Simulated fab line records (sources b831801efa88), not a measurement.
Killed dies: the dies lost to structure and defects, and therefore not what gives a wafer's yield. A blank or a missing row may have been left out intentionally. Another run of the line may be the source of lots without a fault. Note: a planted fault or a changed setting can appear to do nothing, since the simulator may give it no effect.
Struck lot and sound lot, side by side -- flow sky130 -- 21 out of 708 route steps
Sound: these wafers, L912.1, L912.4, L912.6. The struck wafers were L916.3, L916.5, L916.6. At the end, the cause is stated.
For every step that has rows: the tool of each side, followed by ch and its chambers, followed by its first start. Under that, the readings that differ: sound wafers -- struck wafers -- difference of the means -- sigmas: that difference in standard deviations of wafers without a fault.
alike: a reading whose means differ by less than 2 such deviations, as well as words and numbers matching on both sides. not compared: withheld readings; readings where some wafer has no value; bounds like >300 that might hide an equal value; numbers whose values overlap and for which the record gives no deviation.
The two part at a step that has a row with sigmas, a row that says differs or no value, or rows on one side only. Non-overlapping numbers with no deviation appear without sigmas and do not part them. A reading missing from all wafers of one side parts the sides only when that side holds two or more wafers.

first, 4 steps without rows for these wafers: SKY_VT_ADJUST_LVTN_SOFTBAKE_03; SKY_VT_ADJUST_LVTN_EXPOSE_04 (exposes mask NWM COMPLEMENT LESS NATIVE, target cd 840 nm); SKY_VT_ADJUST_LVTN_PEB_05; SKY_VT_ADJUST_LVTN_DEVELOP_06 (develop time 60 s).
SKY_VT_ADJUST_LVTN_OVL_MEAS_07:
  sound: overlay-02 at day 7 11:28; struck: overlay-02 at day 8 10:58
  alike: VT_ADJUST_LVTN_OVL
next, for these wafers, 1 step has no rows: SKY_VT_ADJUST_LVTN_IMPLANT_08.
SKY_VT_ADJUST_LVTN_STRIP_09: strips in O2/N2.
  sound on plasma asher-02 ch 0,1, day 7 11:39; struck on plasma asher-02 ch 0,1, day 8 11:10
  alike: drypump motor current A, oes product au, strip time to endpoint s
  not compared: rf hours counter h
SKY_VT_ADJUST_LVTN_TW_MEAS_10:
  sound: film metro-03 at day 7 11:45; struck: film metro-01 at day 8 11:15
  alike: VT_ADJUST_LVTN_TW
then, 4 steps without rows for these wafers: SKY_VT_ADJUST_LVTN_DEHYDRATE_11 (time 60 s); SKY_VT_ADJUST_LVTN_HMDS_12 (prime time 60 s); SKY_VT_ADJUST_LVTN_COAT_13 (resist thk 1140 nm); SKY_VT_ADJUST_LVTN_SOFTBAKE_14 (time 60 s).
SKY_VT_ADJUST_LVTN_EXPOSE_15: exposes mask HVN STD DERIVED, target cd 600 nm.
  sound on iline stepper-02 ch 0, day 7 21:55; struck on iline stepper-01 ch 0, day 8 22:01
reading,sound,struck,difference,sigmas
mask,HVN_STD_DERIVED#0 HVN_STD_DERIVED#0 HVN_STD_DERIVED#0,HVTPM#0 HVTPM#0 HVTPM#0,differs,
then, 2 steps without rows for these wafers: SKY_VT_ADJUST_LVTN_PEB_16; SKY_VT_ADJUST_LVTN_DEVELOP_17 (develop time 60 s).
SKY_VT_ADJUST_LVTN_OVL_MEAS_18:
  sound: overlay-01 at day 8 07:53; struck: overlay-02 at day 9 08:49
reading,sound,struck,difference,sigmas
VT_ADJUST_LVTN_01_OVL (nm),2.2 1.5 2.7,- - -,no value on the struck wafers,
next, for these wafers, 1 step has no rows: SKY_VT_ADJUST_LVTN_IMPLANT_19.
SKY_VT_ADJUST_LVTN_STRIP_20: strips in O2/N2.
  sound on plasma asher-04 ch 0,1, day 8 08:05; struck on plasma asher-04 ch 0,1, day 9 09:01
  alike: drypump motor current A, oes product au, strip time to endpoint s
  not compared: rf hours counter h
SKY_VT_ADJUST_LVTN_TW_MEAS_21:
  sound: film metro-02 at day 8 08:11; struck: film metro-01 at day 9 09:06
reading,sound,struck,difference,sigmas
VT_ADJUST_LVTN_2_TW,190.6 191.4 190.5,30.2 30.3 30.1,-160.6,-99 or more
then, 1 step without rows for these wafers: SKY_VT_ADJUST_NCORE_DEHYDRATE_00 (time 60 s).
-- a jump in the record: the struck wafers' starts before and after are 38 days apart (it breaks off in module VT_ADJUST_NCORE and resumes in module PAD_OPEN, where the first step shown is number 708 of the route) --
SKY_PAD_OPEN_PROBE_99:
  sound: prober-01 at day 46 11:14; struck: prober-02 at day 47 10:59
reading,sound,struck,difference,sigmas
killed at front end,18 13 20,417 433 425,+408,+97
killed dies,84 96 102,492 492 492,+398,+42
killed on rim,19 14 18,96 96 96,+79,+20
  alike: killed_at_M0_to_M3, killed_at_M4_up, killed at contacts, killed at other, killed open, killed short

== WHERE THEY PART ==
At SKY_VT_ADJUST_LVTN_EXPOSE_15 first; at SKY_PAD_OPEN_PROBE_99 last (within this record only).

WHY: what had been put in by the simulator
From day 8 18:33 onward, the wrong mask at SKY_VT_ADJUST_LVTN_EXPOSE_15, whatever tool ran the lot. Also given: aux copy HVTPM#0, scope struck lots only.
